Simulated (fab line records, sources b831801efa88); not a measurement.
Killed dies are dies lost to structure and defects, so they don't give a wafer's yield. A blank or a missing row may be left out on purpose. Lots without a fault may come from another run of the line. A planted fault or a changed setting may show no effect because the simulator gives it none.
Chamber matching | flow sky130 | SKY_VIA2_CMP_02 on cmp-02: 4 sister chambers
The step polishes SiO2. 4 wafers are shown with their chamber, then 7 later ones without.

WAFERS WITH THEIR CHAMBER
wafer  | chamber | motor_current_A (A)
L732.2 | 1       | 14.6
L732.5 | 3       | 10.1
L733.3 | 0       | 13.9
L733.4 | 2       | 11.0

WAFERS WITHOUT THEIR CHAMBER
wafer  | motor_current_A (A)
L733.5 | 10.0
L735.3 | 10.1
L735.5 | 10.7
L735.6 | 14.1
L739.1 | 13.4
L739.2 | 10.3
L739.4 | 14.4

WHICH CHAMBER EACH WENT THROUGH
wafer  | from the rows above     | in truth
L733.5 | 3                       | 3
L735.3 | 3                       | 3
L735.5 | can't be placed: 2 or 3 | 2
L735.6 | can't be placed: 0 or 1 | 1
L739.1 | 0                       | 0
L739.2 | can't be placed: 3 or 2 | 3
L739.4 | can't be placed: 1 or 0 | 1
Placed correctly: 3 of 7. Can't be placed from these rows: 4 (the true chamber is among the candidates in 4). Placed wrongly: 0.
How it was worked out, from the rows above alone: a wafer's distance from a chamber is the root of the sum, over the readings, of the square of ((its reading less the chamber's mean) divided by the reading's scatter). The wafer belongs to the nearest chamber; if the next one is less than 2 further off, it can't be placed. A chamber's mean is the mean of its shown wafers. The scatter: with one shown wafer a chamber, the root of the mean of the squares of how far each hidden wafer lies from its nearest shown one.
